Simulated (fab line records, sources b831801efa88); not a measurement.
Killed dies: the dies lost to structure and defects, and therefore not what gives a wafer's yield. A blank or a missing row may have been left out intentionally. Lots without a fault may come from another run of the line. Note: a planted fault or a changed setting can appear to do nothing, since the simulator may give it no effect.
Problem report, 8D (eight disciplines) form, completed by code    flow sky130    the parts of the form that need people (team, actions taken, sign-off) are left out

1. THE PROBLEM
SKY_VIA1_ETCH_15, oesProductAu: mean 1.013 a.u. over 1 wafer from 1 lot; wafers with no fault: 0.980 a.u., standard deviation 0.0062. That puts it +5.3 standard deviations away from the usual mean.
The step: etches SiO2 in C4F8/O2/Ar, stops on TiN, target depth 351 nm, time 54 s.
Earliest sighting: wafer L702.6 on rieDiel-02 at day 37 23:25. At this step, 36 wafers from 12 lots have a number in the record. Rule for "out", or "out of limits": more than 4 standard deviations from the usual mean. All remaining wafers that have a number are taken as sound.

2. WHAT IT IS, AND WHAT IT ISN'T
question                     is                 is not
which readings at this step  oesProductAu       -
which lots                   L702               L690, L692, L693, L694, L697, L698, L700, L709, L711, L712, L713
which wafers of those lots   L702.6             L702.2, L702.4
read on which tools          rieDiel-02         rieDiel-01, rieDiel-03
when                         from day 37 23:25  up to then (23 sound wafers); but 12 sound wafers of L709, L711, L712, L713 came after

3. THE SUSPECTS, EACH WITH WHAT RULES IT OUT
Counting: if a tool at a process step up to the reading ran every lot that is out, it stays a suspect. Sound lots after the first of them don't rule it out here, since some wafers of a struck lot are sound.
- pvdSputter-04 at SKY_METAL1_SPUTTER_03 (material Ti, target thk 5 nm, time 3.3 s): kept. The lot that is out, L702, ran on it at day 35 17:35; the last sound lot it ran before that was L690, at day 31 23:33.
- cmp-02 at SKY_VIA1_CMP_02 (polishes SiO2): kept. The lot that is out, L702, ran on it at day 36 21:17; the last sound lot it ran before that was L700, at day 36 03:40.
- rieDiel-02 at SKY_VIA1_ETCH_15 (etches SiO2 in C4F8/O2/Ar, stops on TiN, target depth 351 nm, time 54 s): kept. The lot that is out, L702, ran on it at day 37 23:25; the last sound lot it ran before that was L693, at day 34 23:16. Out on those wafers are its own readings of oesProductAu.
- Within cmp-02 at SKY_VIA1_CMP_02: the wafers that are out ran in chamber 1; their sound lot-mates ran in chambers 2, 3.
- Within rieDiel-02 at SKY_VIA1_ETCH_15: the wafers that are out ran in chamber 2; their sound lot-mates ran in chambers 0, 1.
The count leaves pvdSputter-04 at SKY_METAL1_SPUTTER_03, cmp-02 at SKY_VIA1_CMP_02, and rieDiel-02 at SKY_VIA1_ETCH_15.

4. THE CAUSE (what the simulator had put in)
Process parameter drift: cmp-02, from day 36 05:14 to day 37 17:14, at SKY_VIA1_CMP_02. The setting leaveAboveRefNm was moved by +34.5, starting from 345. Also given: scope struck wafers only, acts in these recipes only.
3 suspects survive the count, and this tool is in that group.

5. SEQUENCE OF EFFECTS, ordered by route
Each row: a reading where the mean over the struck wafers with a number is more than 3 standard deviations away from the usual. Only readings for which the record gives a usual standard deviation are gone through. hours: the time from each lot's start at the first step in this table that gives one to its start at this step, as a median over the lots. sigmas: the change in usual standard deviations.
hours  step              reading       usual       on struck wafers  change  sigmas
0      SKY_VIA1_ETCH_15  oesProductAu  0.980 a.u.  1.013             +0.033  +5.3
The process steps in it:
- SKY_VIA1_ETCH_15: etches SiO2 in C4F8/O2/Ar, stops on TiN, target depth 351 nm, time 54 s.
Later steps that measure or inspect, where all struck wafers having a row at the step show a number for every such reading and not one has moved that far: SKY_VIA2_OVL_MEAS_13.

6. WHAT WOULD HAVE CAUGHT IT SOONER
First out-of-limits reading in this record: day 37 23:25, which is 42 hours after fault onset at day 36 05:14.
No tool reading at SKY_VIA1_CMP_02 that has a usual standard deviation in the record was out on any struck wafer, so an alarm limit of 4 standard deviations on those readings would not have fired.
Each of the lots that are out, 1 in all, had begun SKY_VIA1_CMP_02 on cmp-02 no later than day 37 23:25. None of them would have been spared by holding the tool at that moment.
